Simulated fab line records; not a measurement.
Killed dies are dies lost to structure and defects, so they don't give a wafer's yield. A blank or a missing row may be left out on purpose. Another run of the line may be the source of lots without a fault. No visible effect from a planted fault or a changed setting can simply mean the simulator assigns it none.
Code-filled problem report in 8D (eight disciplines) form	flow sky130	the parts of the form that need people (team, actions taken, sign-off) are left out

1. THE ISSUE
At SKY_PAD_OPEN_PROBE_99, sort_bin_3_pad_short averages 4.7 % over 6 wafers from 2 lots, while fault-free wafers read 1.0 %, standard deviation 0.43. Relative to the usual mean, that is a shift of +8.5 standard deviations.
Earliest sighting: wafer L989.4 on prober-01 at day 48 22:30. Wafers with a number at this step in the record: 9, from 3 lots. By rule, "out" or "out of limits" means more than 4 standard deviations away from the usual mean. Any other wafer with a number is counted as sound.

2. WHAT IT IS AND WHAT IT IS NOT
question	is	is not
which readings at this step	sort_bin_3_pad_short, killed_at_M0_to_M3	killed_at_M4_up, killed at contacts, killed at other, sort_bin_6_memory
which lots	L989, L991	L997
which wafers of those lots	all that have a number	-
read on which tools	prober-01	-
when	from day 48 22:30	up to then (0 sound wafers); but 3 sound wafers of L997 came after

3. THE SUSPECTS, EACH WITH WHAT RULES IT OUT
Counting: a tool at any process step up to the reading remains a suspect when it ran all the lots that are out and ran no sound lot after the first of those.
- rie diel-04 at SKY_VIA3_ETCH_14 (etches BARC in N2/H2, stops on SiO2, time 45.9 s, target depth 60 nm): kept. It ran every lot that is out, first L989 (day 43 10:08), and no sound lot after that.
- prober-01 at SKY_PAD_OPEN_PROBE_99: ruled out as a lasting fault. Following L989 (day 48 22:30), the first lot on it that is out, the sound lots L997 were run on it.
Left after counting: rie diel-04 at SKY_VIA3_ETCH_14.

4. THE CAUSE (what the simulator had put in)
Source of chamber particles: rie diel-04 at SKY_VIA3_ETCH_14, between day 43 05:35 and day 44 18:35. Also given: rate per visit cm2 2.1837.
The count eliminated every tool but this one.

5. SEQUENCE OF EFFECTS, ordered by route
Each row: a reading whose mean over the struck wafers that have a number lies more than 3 standard deviations from the usual. Scope: only readings with a usual standard deviation given in the record; hours: median across lots of the time from each lot's start at the first step in this table that gives one to its start at this step; sigmas: change in usual standard deviations.
hours	step	reading	usual	on struck wafers	change	sigmas
0	SKY_PAD_OPEN_PROBE_99	defect limited yield	82.2 %	72.5	-9.7	-4.4
0	SKY_PAD_OPEN_PROBE_99	killed_at_M0_to_M3	45	101	+56	+7.9
0	SKY_PAD_OPEN_PROBE_99	killed dies	88	135	+47	+4.3
0	SKY_PAD_OPEN_PROBE_99	sort_bin_3_pad_short	1.0 %	4.7	+3.7	+8.5
0	SKY_PAD_OPEN_PROBE_99	sort_bin_5_function	10.6 %	17.7	+7.1	+4.2
0	SKY_PAD_OPEN_PROBE_99	sort n pass	404	357	-47	-4.3
0	SKY_PAD_OPEN_PROBE_99	sort yield pct	82.2 %	72.5	-9.7	-4.4
The process steps in it:
- SKY_PAD_OPEN_PROBE_99

6. HOW IT WOULD HAVE BEEN CAUGHT EARLIER
First out-of-limits reading in this record: day 48 22:30, which is 137 hours after fault onset at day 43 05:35.
An alarm limit of 4 standard deviations would not have fired on the tool readings at SKY_VIA3_ETCH_14 for which the record gives a usual standard deviation, since none of them was out on any struck wafer.
By day 48 22:30 the whole set of lots that are out, 2 in number, had already begun SKY_VIA3_ETCH_14 on rie diel-04. None of them would have been spared by holding the tool at that moment.
